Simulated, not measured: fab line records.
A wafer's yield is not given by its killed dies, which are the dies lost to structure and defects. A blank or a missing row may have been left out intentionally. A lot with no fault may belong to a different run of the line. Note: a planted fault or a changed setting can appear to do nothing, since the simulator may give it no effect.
A lot that was struck, set against a sound lot | flow sky130 | 32 out of 708 route steps
Sound: wafers L676.2, L676.3, L676.6. Struck: wafer L699.4. (L699.2 of the same lot was not struck and is left out.) The cause comes at the end.
Order at every step that has rows: each side's tool, ch and its chambers, its first start. Under that, the readings that differ: sound wafers | struck wafers | difference of the means | sigmas: that difference in standard deviations of wafers without a fault.
alike: same words and numbers on both sides, and readings whose means sit less than 2 such deviations apart. not compared: any withheld reading, any reading some wafer has no value for, any bound like >300 that may hide the same value, and any number with overlapping values for which the record gives no deviation.
The two part at a step that has a row with sigmas, a row that says differs or no value, or rows on one side only. Non-overlapping numbers with no deviation appear without sigmas and do not part them. Lack of a reading on every wafer of one side parts them only where that side has two or more wafers.

first, 3 steps without rows for these wafers: SKY_CONTACT_STRIP_20 (strips in post etch residue remover, time 1200 s); SKY_CONTACT_CLEAN_21 (cleans in IPA, time 180 s); SKY_CONTACT_CLEAN_22 (cleans in O3/DIW).
SKY_CONTACT_SPUTTER_23: material TiN, target thk 20 nm, time 80 s.
  sound on pvd-sputter-01 at day 31 13:31; struck on pvd-sputter-03 at day 38 12:25
  alike: throttle-valve-pct
then, 1 step without rows for these wafers: SKY_CONTACT_CVD_24 (deposits W, target thk 340 nm, time 102.12 s).
SKY_CONTACT_RS_MEAS_25: measures by four-point-probe.
  sound on film-metro-03 at day 31 13:42; struck on film-metro-01 at day 38 12:36
  alike: CONTACT_W_RS
SKY_CONTACT_THK_MEAS_26: measures by xrf.
  sound on film-metro-03 at day 31 13:49; struck on film-metro-01 at day 38 12:43
  alike: CONTACT_W_THK
SKY_CONTACT_CMP_27: polishes, stops on SiO2, t overpolish 15 s, target thk 0 nm.
  sound on cmp-01 ch 0,1, day 31 13:52; struck on cmp-02 ch 2, day 38 12:49
  alike: motor-current-A, overpolish-run-s, slurry-filter-dp-kPa, time-to-endpoint-s
SKY_METAL1_SPUTTER_00: material Ti, target thk 15 nm, time 10 s.
  sound on pvd-sputter-03 at day 31 14:10; struck on pvd-sputter-04 at day 38 13:04
  alike: throttle-valve-pct
then, 1 step without rows for these wafers: SKY_METAL1_SPUTTER_01 (material TiN, target thk 20 nm, time 16.7 s).
SKY_METAL1_SPUTTER_02: material AlCu, target thk 250 nm, time 13.3 s.
  sound on pvd-sputter-03 at day 31 14:13; struck on pvd-sputter-04 at day 38 13:07
  alike: throttle-valve-pct
then, 1 step without rows for these wafers: SKY_METAL1_SPUTTER_03 (material Ti, target thk 5 nm, time 3.3 s).
SKY_METAL1_SPUTTER_04: material TiN, target thk 70 nm, time 58.3 s.
  sound on pvd-sputter-03 at day 31 14:15; struck on pvd-sputter-04 at day 38 13:10
  reading                                    | sound             | struck | difference | sigmas
  model.TiN_of_METAL1_SPUTTER_04.thk-nm (nm) | 69.77 69.64 70.54 | 86.07  | +16.09     |
  alike: throttle-valve-pct
SKY_METAL1_RS_MEAS_05: measures by four-point-probe.
  sound on film-metro-03 at day 31 14:19; struck on film-metro-04 at day 38 13:13
  alike: METAL1_ALCU_RS
SKY_METAL1_THK_MEAS_06: measures by xrf.
  sound on film-metro-03 at day 31 14:26; struck on film-metro-04 at day 38 13:20
  alike: METAL1_ALCU_THK
then, 8 steps without rows for these wafers: SKY_METAL1_DEHYDRATE_07 (time 60 s); SKY_METAL1_HMDS_08 (prime time 60 s); SKY_METAL1_COAT_09 (resist thk 60 nm); SKY_METAL1_COAT_10 (resist thk 450 nm); SKY_METAL1_SOFTBAKE_11 (time 90 s); SKY_METAL1_EXPOSE_12 (exposes mask MM1, target cd 140 nm); SKY_METAL1_PEB_13; SKY_METAL1_DEVELOP_14 (develop time 60 s).
SKY_METAL1_CD_MEAS_15: the cd target is 140 nm.
  sound on cd-sem-02 at day 32 16:33; struck on cd-sem-02 at day 39 13:17
  reading    | sound             | struck | difference | sigmas
  cd-nm (nm) | 141.0 140.5 141.2 | 135.8  | -5.1       | -3
SKY_METAL1_OVL_MEAS_16:
  sound on overlay-01 at day 32 16:39; struck on overlay-01 at day 39 13:23
  alike: METAL1_OVL
SKY_METAL1_DESCUM_17: chemistry O2, time 8 s.
  sound on rie-metal-03 ch 0,1, day 32 16:41; struck on rie-metal-01 ch 0, day 39 13:25
  alike: drypump-motor-current-A, oes-product-au, rf-fwd-power-W, temp-c
  not compared: rf-hours-counter-h
then, 3 steps without rows for these wafers: SKY_METAL1_ETCH_18 (etches BARC in N2/H2, stops on SiO2, time 45.9 s, target depth 60 nm); SKY_METAL1_METAL_ETCH_19 (etches the open film in Cl2/BCl3, stops on SiO2, target depth 360 nm, time 78 s); SKY_METAL1_STRIP_20 (strips in O2/N2).
SKY_METAL1_STRIP_21: strips in post etch residue remover, time 1200 s.
  sound on wet-bench-04 ch 0, day 32 16:58; struck on wet-bench-04 ch 2, day 39 13:42
  reading                                    | sound             | struck | difference | sigmas
  temp-c (C)                                 | 72.77 72.55 72.54 | 72.31  | -0.31      | -3
  model.TiN_of_METAL1_SPUTTER_04.thk-nm (nm) | 69.36 69.22 70.12 | 85.65  | +16.08     |
then, 1 step without rows for these wafers: SKY_METAL1_CLEAN_22 (cleans in IPA, time 180 s).
SKY_PAD_OPEN_PROBE_99:
  rows exist in the record for the sound wafers here (prober-01, day 45 15:05), none for the struck ones

WHERE THEY PART
First at SKY_METAL1_CD_MEAS_15; last, within this record, at SKY_PAD_OPEN_PROBE_99.

WHY: the cause the simulator had injected
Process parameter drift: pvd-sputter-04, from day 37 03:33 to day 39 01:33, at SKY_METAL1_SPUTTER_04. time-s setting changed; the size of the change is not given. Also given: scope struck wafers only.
